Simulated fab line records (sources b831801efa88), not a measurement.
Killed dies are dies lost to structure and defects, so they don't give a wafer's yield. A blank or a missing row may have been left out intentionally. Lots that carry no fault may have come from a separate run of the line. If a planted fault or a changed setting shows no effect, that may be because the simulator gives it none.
Matching of chambers / flow gf180mcu / GF_V3_ETCH_16 on rie_diel-04: 4 sister chambers
The step etches BARC in N2/H2. 8 wafers are shown with their chamber, then 8 later ones without.

== WAFERS WITH THEIR CHAMBER ==
wafer=L074.5; chamber=3; throttle_valve_pct (%)=13.234; oes_product_au (a.u.)=0.854
wafer=L076.2; chamber=0; throttle_valve_pct (%)=13.206; oes_product_au (a.u.)=0.854
wafer=L078.1; chamber=0; throttle_valve_pct (%)=13.221; oes_product_au (a.u.)=0.849
wafer=L078.4; chamber=2; throttle_valve_pct (%)=13.222; oes_product_au (a.u.)=0.864
wafer=L083.1; chamber=1; throttle_valve_pct (%)=13.225; oes_product_au (a.u.)=0.865
wafer=L083.3; chamber=2; throttle_valve_pct (%)=13.236; oes_product_au (a.u.)=0.854
wafer=L083.4; chamber=3; throttle_valve_pct (%)=13.228; oes_product_au (a.u.)=0.857
wafer=L085.1; chamber=1; throttle_valve_pct (%)=13.220; oes_product_au (a.u.)=0.851

== WAFERS MISSING THEIR CHAMBER ==
wafer=L085.3; throttle_valve_pct (%)=13.233; oes_product_au (a.u.)=0.858
wafer=L085.5; throttle_valve_pct (%)=13.221; oes_product_au (a.u.)=0.857
wafer=L086.1; throttle_valve_pct (%)=13.224; oes_product_au (a.u.)=0.862
wafer=L086.2; throttle_valve_pct (%)=13.222; oes_product_au (a.u.)=0.863
wafer=L086.3; throttle_valve_pct (%)=13.241; oes_product_au (a.u.)=0.858
wafer=L086.4; throttle_valve_pct (%)=13.238; oes_product_au (a.u.)=0.859
wafer=L086.5; throttle_valve_pct (%)=13.213; oes_product_au (a.u.)=0.852
wafer=L086.6; throttle_valve_pct (%)=13.208; oes_product_au (a.u.)=0.845

== EACH ONE'S CHAMBER ==
wafer=L085.3; from the rows above=can't be placed: 3 or 2 or 1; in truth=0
wafer=L085.5; from the rows above=can't be placed: 1 or 2 or 0 or 3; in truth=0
wafer=L086.1; from the rows above=can't be placed: 1 or 2 or 3 or 0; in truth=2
wafer=L086.2; from the rows above=can't be placed: 1 or 2 or 3 or 0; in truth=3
wafer=L086.3; from the rows above=can't be placed: 3 or 2 or 1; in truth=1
wafer=L086.4; from the rows above=can't be placed: 3 or 2 or 1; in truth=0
wafer=L086.5; from the rows above=can't be placed: 0 or 1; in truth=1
wafer=L086.6; from the rows above=can't be placed: 0 or 1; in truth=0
0 of 8 placed correctly. Not placeable from these rows: 8 (in 6, the candidates include the true chamber). Placed wrongly: 0.
How it was worked out, from the rows above alone: a wafer's distance from a chamber is the root of the sum, over the readings, of the square of ((its reading less the chamber's mean) divided by the reading's scatter). If the next closest chamber is less than 2 further off than the closest, the wafer can't be placed; otherwise it belongs to the closest. A chamber's mean is the mean of its shown wafers. The scatter: take each reading less its chamber's mean, square it, sum over the shown wafers, divide by the number of wafers less the number of chambers, and take the root.
